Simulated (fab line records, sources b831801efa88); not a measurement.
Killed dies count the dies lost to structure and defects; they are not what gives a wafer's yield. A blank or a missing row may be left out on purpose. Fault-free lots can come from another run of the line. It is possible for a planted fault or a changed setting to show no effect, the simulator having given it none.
Chamber matching | flow gf180mcu | GF_V1_CMP_26 on cmp-01 has 4 sister chambers
The step polishes, stops on SiO2, t overpolish 15 s, target thk 0 nm. 8 wafers are shown with their chamber, then 9 later ones without.

## WAFERS, EACH WITH ITS CHAMBER
wafer  | chamber | motor-current-A (A) | overpolish-run-s (s)
L652.1 | 3       | 9.0                 | 14.996
L652.3 | 0       | 12.0                | 14.992
L655.1 | 3       | 9.7                 | 15.016
L655.2 | 1       | 12.4                | 14.991
L655.3 | 0       | 12.4                | 15.000
L658.1 | 2       | 11.8                | 15.018
L658.5 | 2       | 10.6                | 15.006
L658.6 | 1       | 12.4                | 15.006

## WAFERS WITHOUT THEIR CHAMBER
wafer  | motor-current-A (A) | overpolish-run-s (s)
L659.3 | 11.4                | 14.981
L659.5 | 12.4                | 15.008
L659.6 | 11.4                | 15.000
L660.1 | 9.9                 | 14.986
L660.2 | 10.9                | 15.005
L660.5 | 11.2                | 14.995
L666.4 | 12.9                | 15.009
L666.5 | 12.7                | 15.005
L666.6 | 11.9                | 15.007

## EACH ONE'S CHAMBER
wafer  | from the rows above          | in truth
L659.3 | can't be placed: 0 or 1 or 2 | 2
L659.5 | can't be placed: 1 or 0 or 2 | 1
L659.6 | can't be placed: 2 or 0 or 1 | 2
L660.1 | can't be placed: 3 or 2      | 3
L660.2 | can't be placed: 2 or 0      | 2
L660.5 | can't be placed: 2 or 0 or 1 | 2
L666.4 | can't be placed: 1 or 0 or 2 | 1
L666.5 | can't be placed: 1 or 0      | 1
L666.6 | can't be placed: 0 or 1 or 2 | 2
Correct placement for 0 of the 9. Can't be placed from these rows: 9 (the true chamber is among the candidates in 9). Placed wrongly: 0.
How it was worked out, from the rows above alone: a wafer's distance from a chamber is the root of the sum, over the readings, of the square of ((its reading less the chamber's mean) divided by the reading's scatter). The wafer belongs to the nearest chamber; if the next one is less than 2 further off, it can't be placed. A chamber's mean is the mean of its shown wafers. How the scatter is found: for the shown wafers, subtract from each reading the mean of its chamber, square and add these, divide the total by (wafers less chambers), then take the root.
